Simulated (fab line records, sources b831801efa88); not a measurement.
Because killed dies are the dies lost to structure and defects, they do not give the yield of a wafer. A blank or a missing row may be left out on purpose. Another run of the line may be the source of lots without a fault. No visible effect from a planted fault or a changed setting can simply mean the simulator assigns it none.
Chamber matching    flow sfq_line    rie_diel-03 running SFQ_TRILAYER_I1_VIA_ETCH_VIA_ETCH_052: 4 sister chambers
The step etches SiO2 in CHF3, stops on Nb, target depth 260 nm. 14 wafers are shown with their chamber, then 6 later ones without.

WAFERS, EACH WITH ITS CHAMBER
wafer   chamber  drypump_motor_current_A (A)  oes_product_au (a.u.)
L793.1  1        5.2                          0.853
L793.5  3        6.3                          0.859
L793.6  0        6.1                          0.856
L795.2  0        6.1                          0.859
L795.4  1        5.2                          0.860
L795.6  2        6.7                          0.854
L796.2  2        6.7                          0.855
L796.5  2        6.7                          0.856
L796.6  0        6.1                          0.853
L798.1  0        6.1                          0.856
L798.4  2        6.7                          0.853
L803.3  2        6.7                          0.848
L803.4  3        6.3                          0.868
L803.5  1        5.3                          0.858

SIGNATURES (averages over the wafers above)
reading                  chamber 0  chamber 1  chamber 2  chamber 3  scatter within a chamber
drypump_motor_current_A  6.100      5.233      6.700      6.300      0.0258
oes_product_au           0.85600    0.85700    0.85320    0.86350    0.00351
Rule: a wafer's distance from a chamber is the root of the sum, over the readings, of the square of ((its reading less the chamber's mean) divided by the reading's scatter). If the next closest chamber is less than 2 further off than the closest, the wafer can't be placed; otherwise it belongs to the closest. How the scatter is found: for the shown wafers, subtract from each reading the mean of its chamber, square and add these, divide the total by (wafers less chambers), then take the root.

WAFERS WITHOUT THEIR CHAMBER
wafer   drypump_motor_current_A (A)  oes_product_au (a.u.)
L811.2  6.3                          0.858
L811.3  5.2                          0.854
L811.6  5.2                          0.854
L813.2  6.1                          0.854
L813.3  6.3                          0.867
L813.4  6.7                          0.854

CHAMBER TAKEN BY EACH
wafer   from the rows above  in truth
L811.2  3                    3
L811.3  1                    1
L811.6  1                    1
L813.2  0                    0
L813.3  3                    3
L813.4  2                    2
Correctly placed: 6 of 6. Left unplaced by these rows: 0. Wrongly placed: 0.
